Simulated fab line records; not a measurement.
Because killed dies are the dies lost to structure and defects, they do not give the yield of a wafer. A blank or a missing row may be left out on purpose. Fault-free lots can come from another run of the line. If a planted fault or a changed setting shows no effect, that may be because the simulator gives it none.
What tool caused it? + flow gf180mcu + 12 lots with 36 wafers sampled at 3 steps, on a route of 602 steps

== WHAT THE GAUGES READ, wafer by wafer ==
GF_V2_THK_MEAS_03.
| lot  | measured     | on            | V2_CVD_02_THK (nm) |
|------|--------------|---------------|--------------------|
| L075 | day 19 09:52 | film-metro-04 | 849 856 851        |
| L077 | day 20 09:26 | film-metro-04 | 851 856 873        |
| L079 | day 21 06:10 | film-metro-02 | 857 855 869        |
| L081 | day 22 08:02 | film-metro-01 | 849 866 862        |
| L083 | day 22 15:49 | film-metro-01 | 845 857 857        |
| L085 | day 23 11:14 | film-metro-01 | 842 861 860        |
| L087 | day 24 02:02 | film-metro-02 | 829 837 837        |
| L089 | day 24 12:17 | film-metro-02 | 847 828 855        |
| L091 | day 25 08:26 | film-metro-02 | 851 863 857        |
| L093 | day 26 13:22 | film-metro-01 | 840 842 834        |
| L095 | day 26 18:29 | film-metro-04 | 852 866 862        |
| L097 | day 27 04:28 | film-metro-01 | 846 848 865        |

== EACH LOT AND THE TOOL THAT RAN IT (in order: tool; ch and the chambers of the sampled wafers; start) ==
| lot  | GF_M1_SPUTTER_04             | GF_M2_SPUTTER_03             |
|------|------------------------------|------------------------------|
| L075 | pvd-sputter-03, day 16 09:22 | pvd-sputter-01, day 18 09:18 |
| L077 | pvd-sputter-01, day 17 04:49 | pvd-sputter-01, day 19 07:49 |
| L079 | pvd-sputter-02, day 18 00:25 | pvd-sputter-04, day 20 03:46 |
| L081 | pvd-sputter-01, day 18 21:05 | pvd-sputter-03, day 21 07:40 |
| L083 | pvd-sputter-03, day 19 13:02 | pvd-sputter-01, day 21 15:42 |
| L085 | pvd-sputter-03, day 20 09:32 | pvd-sputter-01, day 22 12:10 |
| L087 | pvd-sputter-01, day 21 00:59 | pvd-sputter-04, day 23 02:32 |
| L089 | pvd-sputter-02, day 21 12:53 | pvd-sputter-04, day 23 13:09 |
| L091 | pvd-sputter-03, day 22 09:41 | pvd-sputter-03, day 24 10:14 |
| L093 | pvd-sputter-03, day 23 16:44 | pvd-sputter-04, day 25 15:23 |
| L095 | pvd-sputter-02, day 23 23:58 | pvd-sputter-03, day 25 21:20 |
| L097 | pvd-sputter-01, day 24 10:11 | pvd-sputter-03, day 26 07:11 |
- GF_M1_SPUTTER_04: material TiN, target thk 50 nm, time 41.7 s.
- GF_M2_SPUTTER_03: material Ti, target thk 10 nm, time 6.7 s.

== THE ANSWER, worked out from the rows above alone ==
Rule: usual is defined by the lots themselves. The widest of any qualifying gaps counts: lots, ordered by their means at a reading, are off when they make up no more than a third of the lots, leave a main group of 4 or more, and stand apart from it by 3 or more times the standard deviation of that group's means. A main group whose means are all the same, to the digits that the tables above print for the reading, isn't used. Also off: a lot with no number at a reading for which 4 or more lots have one. The other lots that the step has rows for count as sound.
None of the lots is off at any reading shown; this tells nothing.

== WHAT WAS PUT IN BY THE SIMULATOR ==
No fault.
